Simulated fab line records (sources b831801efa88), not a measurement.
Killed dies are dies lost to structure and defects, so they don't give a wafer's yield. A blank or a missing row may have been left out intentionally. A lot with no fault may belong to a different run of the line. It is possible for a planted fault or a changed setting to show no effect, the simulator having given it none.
Problem report in the 8D (eight disciplines) form, filled by code -- flow sfq line -- the parts of the form that need people (team, actions taken, sign-off) are left out

## 1. WHAT IS WRONG
Across 4 wafers from 3 lots, M1_NB_RS at SFQ_M1_RS_MEAS_909 averages 0.627 ohm/sq, while fault-free wafers read 0.893 ohm/sq with a standard deviation of 0.01. That puts it -27 standard deviations away from the usual mean.
The step: measures by four-point-probe.
The first sign was on wafer L828.3 at day 18 02:34, on film metro-04. The record holds 43 wafers of 15 lots with a number at this step. Rule for "out" (also "out of limits"): further than 4 standard deviations from the usual mean. Any other wafer with a number is counted as sound.

## 2. WHAT IT IS; WHAT IT IS NOT
question,is,is not
which readings at this step,M1_NB_RS,-
which lots,"L828, L830, L836","L821, L823, L825, L826, L827, L831, L832, L835, L837, L838, L841, L842"
which wafers of those lots,"L828.3, L828.6, L830.3, L836.6","L828.1, L830.1, L836.4"
read on which gauges,"film metro-01, film metro-03, film metro-04",-
when,from day 18 02:34,"up to then (16 sound wafers); but 23 sound wafers of L830, L831, L832, L835, L836, L837, L838, L841, L842 came after"

## 3. SUSPECTS, AND WHAT RULES EACH OUT
Counting: if a tool at a process step up to the reading ran every lot that is out, it stays a suspect. Sound lots after the first of them don't rule it out here, since some wafers of a struck lot are sound.
- the gauge at SFQ_M1_RS_MEAS_909: ruled out. The wafers that are out were read on 3 gauges (film metro-01, film metro-03, film metro-04).
- pvd sputter-06 at SFQ_TRILAYER_M1_DEP_SPUTTER_037 (material Nb, target thk 200 nm, time 133.3 s): kept. Ran every lot that is out, first one L828 (day 18 02:28); last sound lot up to then L826 (day 17 22:56).
The count leaves pvd sputter-06 at SFQ_TRILAYER_M1_DEP_SPUTTER_037.

## 4. THE CAUSE (what the simulator had put in)
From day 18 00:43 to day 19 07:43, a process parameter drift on pvd sputter-06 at SFQ_TRILAYER_M1_DEP_SPUTTER_037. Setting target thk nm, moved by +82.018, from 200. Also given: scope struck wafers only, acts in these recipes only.
This tool alone remained once counting was done.

## 5. THE EFFECT CHAIN, in route order
Each row: a reading where the mean over the struck wafers with a number is more than 3 standard deviations away from the usual. Only readings for which the record gives a usual standard deviation are gone through. hours: the time from each lot's start at the first step in this table that gives one to its start at this step, as a median over the lots. sigmas: the change in usual standard deviations.
hours,step,reading,usual,on struck wafers,change,sigmas
0,SFQ_M1_RS_MEAS_909,M1_NB_RS,0.893 ohm/sq,0.627,-0.266,-27
3,SFQ_TRILAYER_M1_ETCH_METAL_ETCH_042,oes product au,0.893 a.u.,1.004,+0.111,+15
Its process steps:
- SFQ_TRILAYER_M1_ETCH_METAL_ETCH_042: etches Nb in Cl2/Ar, stops on SiO2, target depth 240 nm, time 120 s.
At these later measuring or inspecting steps, every struck wafer for which the step has a row has a number for every such reading, and none has moved that far: SFQ_I3_OVL_MEAS_923.

## 6. WHAT WOULD HAVE CAUGHT IT SOONER
In this record the first reading out of limits at a measuring or inspecting step was taken at day 18 02:34, 2 hours after the fault began at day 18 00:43.
Of the tool readings at SFQ_TRILAYER_M1_DEP_SPUTTER_037 for which the record gives a usual standard deviation, none was out on any struck wafer, so an alarm limit of 4 standard deviations on them would not have fired.
Lots out: 3; of these, L830, L836 started SFQ_TRILAYER_M1_DEP_SPUTTER_037 on pvd sputter-06 after day 18 02:34. A hold on the tool at that time would have spared those 2.
